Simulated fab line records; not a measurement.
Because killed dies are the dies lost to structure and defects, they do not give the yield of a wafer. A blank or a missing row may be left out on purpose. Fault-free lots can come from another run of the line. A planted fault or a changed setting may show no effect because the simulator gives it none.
Which of the tools did it? | flow gf180mcu | 14 lots, 42 wafers sampled, at 4 steps of a route of 602

## WHAT THE GAUGES READ, wafer by wafer
GF_M3_OVL_MEAS_15. Usual: M3_OVL typically reads -2 nm, with standard deviation 5.7.
lot  | measured     | on         | M3_OVL (nm) | flag
L658 | day 21 07:17 | overlay-01 | -2 3 1      |
L660 | day 22 01:30 | overlay-01 | -7 1 3      |
L661 | day 22 12:19 | overlay-01 | -9 -4 -2    |
L662 | day 23 01:57 | overlay-02 | 1 -8 0      |
L663 | day 23 05:19 | overlay-01 | 0 6 -9      |
L665 | day 24 04:18 | overlay-02 | 7 0 10      |
L666 | day 24 08:09 | overlay-01 | 1 -5 4      |
L667 | day 24 13:10 | overlay-01 | 2 -1 -4     |
L668 | day 24 20:57 | overlay-02 | -6 -9 -6    |
L670 | day 25 14:59 | overlay-02 | 1 3 3       |
L675 | day 27 05:56 | overlay-02 | -1 3 1      |
L677 | day 27 17:07 | overlay-01 | 11 7 0      |
L678 | day 28 03:53 | overlay-02 | 3 -7 5      |
L680 | day 28 18:01 | overlay-02 | -1 3 -3     |

GF_V3_CD_MEAS_14: target cd 260 nm. Usual: 260.2 nm for cd_nm, sd 1.3.
lot  | measured     | on        | cd_nm (nm)        | flag
L658 | day 22 08:31 | cd_sem-01 | 262.3 262.8 262.4 |
L660 | day 23 02:10 | cd_sem-02 | 259.8 257.6 260.0 |
L661 | day 23 13:44 | cd_sem-02 | 259.9 261.2 260.6 |
L662 | day 24 02:26 | cd_sem-02 | 259.8 256.7 259.3 |
L663 | day 24 05:04 | cd_sem-02 | 258.8 256.7 258.4 |
L665 | day 25 04:08 | cd_sem-02 | 263.5 262.8 261.2 |
L666 | day 25 07:23 | cd_sem-02 | 261.5 261.0 260.8 |
L667 | day 25 13:19 | cd_sem-02 | 259.0 259.6 259.3 |
L668 | day 25 20:04 | cd_sem-02 | 262.2 259.6 262.0 |
L670 | day 26 13:29 | cd_sem-02 | 260.9 261.1 261.6 |
L675 | day 28 03:38 | cd_sem-02 | 260.4 259.8 260.6 |
L677 | day 28 14:08 | cd_sem-02 | 260.1 259.2 259.2 |
L678 | day 29 00:23 | cd_sem-02 | 259.9 259.1 259.2 |
L680 | day 29 14:38 | cd_sem-02 | 260.6 260.5 260.6 |

GF_V4_OVL_MEAS_15. Usual: V4_OVL typically reads -2 nm, with standard deviation 6.8.
lot  | measured     | on         | V4_OVL (nm) | flag
L658 | day 24 09:08 | overlay-01 | 0 -6 -4     |
L660 | day 25 03:12 | overlay-01 | -4 3 -13    |
L661 | day 25 13:33 | overlay-02 | -7 -5 -3    |
L662 | day 26 02:14 | overlay-02 | -3 -7 -5    |
L663 | day 26 03:55 | overlay-01 | 1 8 3       |
L665 | day 27 01:28 | overlay-01 | -5 -8 -11   |
L666 | day 27 05:16 | overlay-02 | 4 0 1       |
L667 | day 27 09:52 | overlay-01 | 9 1 6       |
L668 | day 27 16:25 | overlay-02 | -10 -3 -1   |
L670 | day 28 09:28 | overlay-02 | -5 -11 2    |
L675 | day 29 20:16 | overlay-01 | -6 -12 -6   |
L677 | day 30 07:07 | overlay-02 | -7 -6 -5    |
L678 | day 30 16:32 | overlay-01 | -4 -20 -9   |
L680 | day 31 05:34 | overlay-01 | 2 17 7      |

## WHAT TOOL EACH LOT RAN ON (gives the tool, then ch and the chambers of the sampled wafers, and finally the start)
lot  | GF_CONTACT_CVD_02
L658 | pecvd-04 ch 0,1, day 15 02:59
L660 | pecvd-02 ch 0,1, day 15 17:43
L661 | pecvd-01 ch 0,1,2, day 16 06:28
L662 | pecvd-04 ch 0,2, day 16 16:47
L663 | pecvd-02 ch 1,2, day 16 23:21
L665 | pecvd-02 ch 1,2, day 17 22:43
L666 | pecvd-01 ch 0,1,2, day 18 02:30
L667 | pecvd-01 ch 0,2, day 18 07:44
L668 | pecvd-04 ch 0,2, day 18 17:18
L670 | pecvd-04 ch 1,2, day 19 11:08
L675 | pecvd-02 ch 0,1, day 21 08:13
L677 | pecvd-04 ch 0,1, day 21 21:26
L678 | pecvd-04 ch 0,1,2, day 22 09:08
L680 | pecvd-02 ch 1,2, day 23 00:47
- GF_CONTACT_CVD_02: deposits SiO2 from TEOS, target thk 860 nm, time 95.992 s.

## AS READ BY THE TOOLS THEMSELVES (means over the sampled wafers that have a number; for cases with no such wafer, the mark the record gives instead)
GF_CONTACT_CVD_02. Usual: 627 W for heater_power_w, sd 110.
lot  | tool     | heater_power_w (W) | flag
L658 | pecvd-04 | 601                |
L660 | pecvd-02 | 640                |
L661 | pecvd-01 | 545                |
L662 | pecvd-04 | 702                |
L663 | pecvd-02 | 708                |
L665 | pecvd-02 | 723                |
L666 | pecvd-01 | 588                |
L667 | pecvd-01 | 565                |
L668 | pecvd-04 | 712                |
L670 | pecvd-04 | 545                |
L675 | pecvd-02 | 645                |
L677 | pecvd-04 | 662                |
L678 | pecvd-04 | 651                |
L680 | pecvd-02 | 676                |

## THE ANSWER, worked out from the rows above alone
Rule: lot off if the mean of its wafers having a number is beyond 3 standard deviations from the usual mean. A lot without any number at a reading at which 4 lots or more have one is off too. Where the step has rows for the other lots, those lots are counted as sound. After the gauges, taken in route order, come the tools' own readings; for these a lot's mean is taken, as printed above. At the first step where some lot is off, the reading lying furthest off is the one used; lots without a number count as furthest.
None of the lots is off at any reading shown; this tells nothing.

## WHAT HAD BEEN PUT IN BY THE SIMULATOR
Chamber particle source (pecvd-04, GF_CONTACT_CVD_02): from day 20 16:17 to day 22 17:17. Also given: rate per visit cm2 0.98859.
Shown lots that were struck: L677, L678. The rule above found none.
